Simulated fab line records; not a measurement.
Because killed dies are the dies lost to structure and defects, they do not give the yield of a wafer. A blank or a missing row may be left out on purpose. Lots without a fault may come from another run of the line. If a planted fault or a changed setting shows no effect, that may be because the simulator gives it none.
Which tool was responsible? :: flow sky130 :: 14 lots with 42 wafers sampled at 5 steps, on a route of 708 steps

WHAT EACH GAUGE READ, for each wafer
SKY_NWELL_OVL_MEAS_23. Usual: NWELL_01_OVL gives 0.1 nm (standard deviation 1.3).
lot: L642
measured: day 5 06:23
on: overlay-01
NWELL_01_OVL (nm): 2.4 0.9 0.0
flag: 

lot: L643
measured: day 5 18:32
on: overlay-01
NWELL_01_OVL (nm): 1.6 1.6 -0.8
flag: 

lot: L644
measured: day 5 20:53
on: overlay-01
NWELL_01_OVL (nm): -0.6 0.3 0.7
flag: 

lot: L645
measured: day 6 00:04
on: overlay-01
NWELL_01_OVL (nm): 0.6 -0.1 1.2
flag: 

lot: L646
measured: day 6 08:14
on: overlay-01
NWELL_01_OVL (nm): -0.8 -1.2 0.1
flag: 

lot: L647
measured: day 6 17:35
on: overlay-01
NWELL_01_OVL (nm): 0.7 -0.4 0.8
flag: 

lot: L648
measured: day 6 22:28
on: overlay-01
NWELL_01_OVL (nm): -0.3 0.9 -0.1
flag: 

lot: L649
measured: day 7 06:31
on: overlay-01
NWELL_01_OVL (nm): -0.6 3.0 0.3
flag: 

lot: L650
measured: day 7 10:26
on: overlay-01
NWELL_01_OVL (nm): -0.3 -0.1 0.2
flag: 

lot: L652
measured: day 7 22:44
on: overlay-01
NWELL_01_OVL (nm): - - -
flag: OFF

lot: L656
measured: day 8 22:26
on: overlay-02
NWELL_01_OVL (nm): - - -
flag: OFF

lot: L660
measured: day 9 18:41
on: overlay-01
NWELL_01_OVL (nm): 1.7 0.7 2.8
flag: 

lot: L664
measured: day 10 18:56
on: overlay-01
NWELL_01_OVL (nm): 0.7 -1.6 -1.1
flag: 

lot: L665
measured: day 11 05:01
on: overlay-01
NWELL_01_OVL (nm): 0.5 -1.6 -0.5
flag: 

SKY_NWELL_TW_MEAS_26. Usual: NWELL_2_TW gives 507.0 (standard deviation 2.5).
lot: L642
measured: day 5 06:40
on: filmMetro-02
NWELL_2_TW: 508.0 507.7 505.4
flag: 

lot: L643
measured: day 5 18:49
on: filmMetro-02
NWELL_2_TW: 506.5 508.4 508.5
flag: 

lot: L644
measured: day 5 21:11
on: filmMetro-03
NWELL_2_TW: 504.2 505.8 504.7
flag: 

lot: L645
measured: day 6 00:20
on: filmMetro-02
NWELL_2_TW: 509.1 508.3 508.6
flag: 

lot: L646
measured: day 6 08:31
on: filmMetro-03
NWELL_2_TW: 500.1 501.3 503.6
flag: 

lot: L647
measured: day 6 17:52
on: filmMetro-02
NWELL_2_TW: 506.7 508.1 507.7
flag: 

lot: L648
measured: day 6 22:46
on: filmMetro-03
NWELL_2_TW: 504.2 502.4 503.8
flag: 

lot: L649
measured: day 7 06:48
on: filmMetro-01
NWELL_2_TW: 503.9 505.3 505.6
flag: 

lot: L650
measured: day 7 10:43
on: filmMetro-03
NWELL_2_TW: 506.9 506.1 510.9
flag: 

lot: L652
measured: day 7 23:01
on: filmMetro-03
NWELL_2_TW: 30.6 30.7 30.6
flag: OFF

lot: L656
measured: day 8 22:43
on: filmMetro-01
NWELL_2_TW: 30.4 30.5 30.7
flag: OFF

lot: L660
measured: day 9 18:58
on: filmMetro-03
NWELL_2_TW: 505.1 504.3 506.9
flag: 

lot: L664
measured: day 10 19:13
on: filmMetro-03
NWELL_2_TW: 509.1 508.5 502.8
flag: 

lot: L665
measured: day 11 05:18
on: filmMetro-02
NWELL_2_TW: 506.4 505.3 508.2
flag: 

SKY_VT_ADJUST_HVTP_TW_MEAS_11. Usual: VT_ADJUST_HVTP_TW gives 1382 (standard deviation 8.2).
lot: L642
measured: day 6 00:26
on: filmMetro-03
VT_ADJUST_HVTP_TW: 1377 1374 1377
flag: 

lot: L643
measured: day 6 13:52
on: filmMetro-02
VT_ADJUST_HVTP_TW: 1389 1386 1382
flag: 

lot: L644
measured: day 6 15:55
on: filmMetro-04
VT_ADJUST_HVTP_TW: 1377 1381 1377
flag: 

lot: L645
measured: day 6 20:43
on: filmMetro-03
VT_ADJUST_HVTP_TW: 1370 1366 1374
flag: 

lot: L646
measured: day 7 05:04
on: filmMetro-02
VT_ADJUST_HVTP_TW: 1388 1380 1376
flag: 

lot: L647
measured: day 7 13:53
on: filmMetro-03
VT_ADJUST_HVTP_TW: 1373 1385 1388
flag: 

lot: L648
measured: day 7 19:38
on: filmMetro-04
VT_ADJUST_HVTP_TW: 1363 1364 1372
flag: 

lot: L649
measured: day 8 03:02
on: filmMetro-02
VT_ADJUST_HVTP_TW: 1406 1395 1396
flag: 

lot: L650
measured: day 8 06:52
on: filmMetro-02
VT_ADJUST_HVTP_TW: 1385 1391 1388
flag: 

lot: L652
measured: day 8 20:34
on: filmMetro-02
VT_ADJUST_HVTP_TW: 1396 1395 1392
flag: 

lot: L656
measured: day 9 19:49
on: filmMetro-04
VT_ADJUST_HVTP_TW: 1379 1385 1378
flag: 

lot: L660
measured: day 10 16:58
on: filmMetro-04
VT_ADJUST_HVTP_TW: 1376 1370 1383
flag: 

lot: L664
measured: day 11 21:19
on: filmMetro-02
VT_ADJUST_HVTP_TW: 1380 1377 1375
flag: 

lot: L665
measured: day 12 07:20
on: filmMetro-03
VT_ADJUST_HVTP_TW: 1371 1380 1371
flag: 

WHAT TOOL EACH LOT RAN ON (gives the tool, then ch and the chambers of the sampled wafers, and finally the start)
lot: L642
SKY_FIELD_ISO_ETCH_14: rieDiel-01 ch 0,1, day 2 08:18
SKY_NWELL_DEVELOP_22: lithoTrack-04 ch 0, day 5 06:00

lot: L643
SKY_FIELD_ISO_ETCH_14: rieDiel-01 ch 1,2,3, day 2 16:59
SKY_NWELL_DEVELOP_22: lithoTrack-03 ch 0, day 5 18:00

lot: L644
SKY_FIELD_ISO_ETCH_14: rieDiel-04 ch 2,3, day 2 17:29
SKY_NWELL_DEVELOP_22: lithoTrack-04 ch 0, day 5 20:00

lot: L645
SKY_FIELD_ISO_ETCH_14: rieDiel-04 ch 0,3, day 2 21:32
SKY_NWELL_DEVELOP_22: lithoTrack-02 ch 0, day 5 23:00

lot: L646
SKY_FIELD_ISO_ETCH_14: rieDiel-03 ch 1,2, day 3 05:54
SKY_NWELL_DEVELOP_22: lithoTrack-04 ch 0, day 6 08:00

lot: L647
SKY_FIELD_ISO_ETCH_14: rieDiel-03 ch 1,2,3, day 3 11:20
SKY_NWELL_DEVELOP_22: lithoTrack-04 ch 0, day 6 17:00

lot: L648
SKY_FIELD_ISO_ETCH_14: rieDiel-01 ch 2,3, day 3 15:00
SKY_NWELL_DEVELOP_22: lithoTrack-02 ch 0, day 6 22:00

lot: L649
SKY_FIELD_ISO_ETCH_14: rieDiel-04 ch 2,3, day 3 23:08
SKY_NWELL_DEVELOP_22: lithoTrack-02 ch 0, day 7 06:00

lot: L650
SKY_FIELD_ISO_ETCH_14: rieDiel-01 ch 0,1, day 4 01:50
SKY_NWELL_DEVELOP_22: lithoTrack-03 ch 0, day 7 10:00

lot: L652
SKY_FIELD_ISO_ETCH_14: rieDiel-03 ch 1,2, day 4 09:05
SKY_NWELL_DEVELOP_22: lithoTrack-04 ch 0, day 7 22:00

lot: L656
SKY_FIELD_ISO_ETCH_14: rieDiel-01 ch 1,2,3, day 5 08:17
SKY_NWELL_DEVELOP_22: lithoTrack-04 ch 0, day 8 22:00

lot: L660
SKY_FIELD_ISO_ETCH_14: rieDiel-04 ch 2,3, day 6 01:45
SKY_NWELL_DEVELOP_22: lithoTrack-03 ch 0, day 9 18:00

lot: L664
SKY_FIELD_ISO_ETCH_14: rieDiel-03 ch 1,2, day 7 02:12
SKY_NWELL_DEVELOP_22: lithoTrack-03 ch 0, day 10 18:00

lot: L665
SKY_FIELD_ISO_ETCH_14: rieDiel-01 ch 0,1,2, day 7 06:17
SKY_NWELL_DEVELOP_22: lithoTrack-02 ch 0, day 11 04:00
- SKY_FIELD_ISO_ETCH_14: etches BARC in N2/H2, stops on SiO2, time 45.9 s, target depth 60 nm.
- SKY_NWELL_DEVELOP_22: develop time 60 s.

AS READ BY THE TOOLS THEMSELVES (means over the sampled wafers that have a number; for cases with no such wafer, the mark the record gives instead)
SKY_FIELD_ISO_ETCH_14. Usual: drypumpMotorCurrentA 5.8 A, standard deviation 0.37; oesProductAu 0.856 a.u., standard deviation 0.0047; throttleValvePct 13.225 %, standard deviation 0.009.
lot: L642
tool: rieDiel-01
drypumpMotorCurrentA (A): 5.7
oesProductAu (a.u.): 0.853
throttleValvePct (%): 13.233
flag: 

lot: L643
tool: rieDiel-01
drypumpMotorCurrentA (A): 5.5
oesProductAu (a.u.): 0.853
throttleValvePct (%): 13.231
flag: 

lot: L644
tool: rieDiel-04
drypumpMotorCurrentA (A): 5.9
oesProductAu (a.u.): 0.854
throttleValvePct (%): 13.228
flag: 

lot: L645
tool: rieDiel-04
drypumpMotorCurrentA (A): 5.8
oesProductAu (a.u.): 0.851
throttleValvePct (%): 13.234
flag: 

lot: L646
tool: rieDiel-03
drypumpMotorCurrentA (A): 5.9
oesProductAu (a.u.): 0.861
throttleValvePct (%): 13.230
flag: 

lot: L647
tool: rieDiel-03
drypumpMotorCurrentA (A): 5.9
oesProductAu (a.u.): 0.860
throttleValvePct (%): 13.229
flag: 

lot: L648
tool: rieDiel-01
drypumpMotorCurrentA (A): 5.6
oesProductAu (a.u.): 0.861
throttleValvePct (%): 13.224
flag: 

lot: L649
tool: rieDiel-04
drypumpMotorCurrentA (A): 6.0
oesProductAu (a.u.): 0.852
throttleValvePct (%): 13.222
flag: 

lot: L650
tool: rieDiel-01
drypumpMotorCurrentA (A): 5.7
oesProductAu (a.u.): 0.850
throttleValvePct (%): 13.220
flag: 

lot: L652
tool: rieDiel-03
drypumpMotorCurrentA (A): 5.9
oesProductAu (a.u.): 0.853
throttleValvePct (%): 13.222
flag: 

lot: L656
tool: rieDiel-01
drypumpMotorCurrentA (A): 5.5
oesProductAu (a.u.): 0.858
throttleValvePct (%): 13.222
flag: 

lot: L660
tool: rieDiel-04
drypumpMotorCurrentA (A): 6.0
oesProductAu (a.u.): 0.859
throttleValvePct (%): 13.230
flag: 

lot: L664
tool: rieDiel-03
drypumpMotorCurrentA (A): 5.9
oesProductAu (a.u.): 0.859
throttleValvePct (%): 13.223
flag: 

lot: L665
tool: rieDiel-01
drypumpMotorCurrentA (A): 5.7
oesProductAu (a.u.): 0.854
throttleValvePct (%): 13.224
flag: 

THE ANSWER, worked out from the rows above alone
Rule: take the mean of a lot's wafers that have a number; if it is more than 3 standard deviations from the usual mean, the lot is off. Also off: a lot with no number at a reading for which 4 or more lots have one. All remaining lots with rows at the step are treated as sound. After the gauges, taken in route order, come the tools' own readings; for these a lot's mean is taken, as printed above. At the first step where some lot is off, the reading lying furthest off is the one used; lots without a number count as furthest.
Off: L652, L656, seen at SKY_NWELL_OVL_MEAS_23 (NWELL_01_OVL). Without a number there: L652, L656.
If a tool, at a process step before that reading, ran all the lots that are off and no sound lot after the first of them, it fits. Not tried: the gauges at SKY_NWELL_OVL_MEAS_23; whatever is off there is also off at SKY_NWELL_TW_MEAS_26, on other tools, and gauge error can't account for it. One candidate fits, namely lithoTrack-04 at SKY_NWELL_DEVELOP_22. A fault onset in the window from L647 (day 6 17:00, its last sound lot) to L652 (day 7 22:00, its first lot off) fits.

WHAT THE SIMULATOR HAD INSERTED
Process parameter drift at SKY_NWELL_DEVELOP_22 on lithoTrack-04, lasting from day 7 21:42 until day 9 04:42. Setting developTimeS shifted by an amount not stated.
Shown lots that were struck: L652, L656. The rule above reached the same finding.
